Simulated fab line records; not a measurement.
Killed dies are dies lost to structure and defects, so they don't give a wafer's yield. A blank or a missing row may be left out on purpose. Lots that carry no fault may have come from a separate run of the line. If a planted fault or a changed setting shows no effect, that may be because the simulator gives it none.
Chamber matching + flow gf180mcu + 3 sister chambers for GF_V3_CVD_00 on hdpcvd-01
The step deposits SiO2, target thk 600 nm, time 100 s. 14 wafers are shown with their chamber, then 7 later ones without.

WAFERS WITH THEIR CHAMBER
| wafer  | chamber | susceptorTempC (C) | sih4FlowSccm (sccm) |
|--------|---------|--------------------|---------------------|
| L291.2 | 1       | 400.04             | 59.92               |
| L291.3 | 0       | 399.94             | 60.17               |
| L291.5 | 2       | 400.35             | 60.20               |
| L292.3 | 1       | 400.48             | 60.00               |
| L292.4 | 1       | 400.15             | 60.01               |
| L292.6 | 0       | 399.89             | 60.09               |
| L293.2 | 1       | 399.75             | 60.04               |
| L293.4 | 0       | 400.00             | 60.13               |
| L293.6 | 1       | 399.75             | 59.82               |
| L295.1 | 0       | 399.85             | 59.96               |
| L295.4 | 0       | 399.69             | 60.11               |
| L295.6 | 1       | 399.98             | 60.15               |
| L301.2 | 1       | 399.85             | 59.96               |
| L301.3 | 0       | 399.87             | 59.95               |

SIGNATURES (means of the wafers above)
| reading        | chamber 0 | chamber 1 | chamber 2 | scatter within a chamber |
|----------------|-----------|-----------|-----------|--------------------------|
| susceptorTempC | 399.8733  | 400.0000  | 400.3500  | 0.204                    |
| sih4FlowSccm   | 60.0683   | 59.9857   | 60.2000   | 0.0978                   |
Rule: a wafer lies at a distance from a chamber equal to the root of the sum of squares, over the readings, of (its reading less the chamber's mean, divided by the reading's scatter). The wafer belongs to the nearest chamber; if the next one is less than 2 further off, it can't be placed. The scatter: take each reading less its chamber's mean, square it, sum over the shown wafers, divide by the number of wafers less the number of chambers, and take the root.

WAFERS WITH NO CHAMBER GIVEN
| wafer  | susceptorTempC (C) | sih4FlowSccm (sccm) |
|--------|--------------------|---------------------|
| L301.5 | 400.19             | 60.28               |
| L307.2 | 400.20             | 60.07               |
| L307.3 | 400.01             | 60.10               |
| L307.6 | 399.95             | 59.82               |
| L308.2 | 399.92             | 60.08               |
| L308.5 | 399.70             | 60.11               |
| L308.6 | 400.09             | 60.16               |

WHICH CHAMBER EACH ONE RAN IN
| wafer  | from the rows above          | in truth |
|--------|------------------------------|----------|
| L301.5 | can't be placed: 2 or 0      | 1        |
| L307.2 | can't be placed: 1 or 2 or 0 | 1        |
| L307.3 | can't be placed: 0 or 1 or 2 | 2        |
| L307.6 | can't be placed: 1 or 0      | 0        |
| L308.2 | can't be placed: 0 or 1      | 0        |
| L308.5 | can't be placed: 0 or 1      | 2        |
| L308.6 | can't be placed: 2 or 0 or 1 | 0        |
Correctly placed: 0 of 7. Can't be placed from these rows: 7 (the true chamber is among the candidates in 5). Placed wrongly: 0.
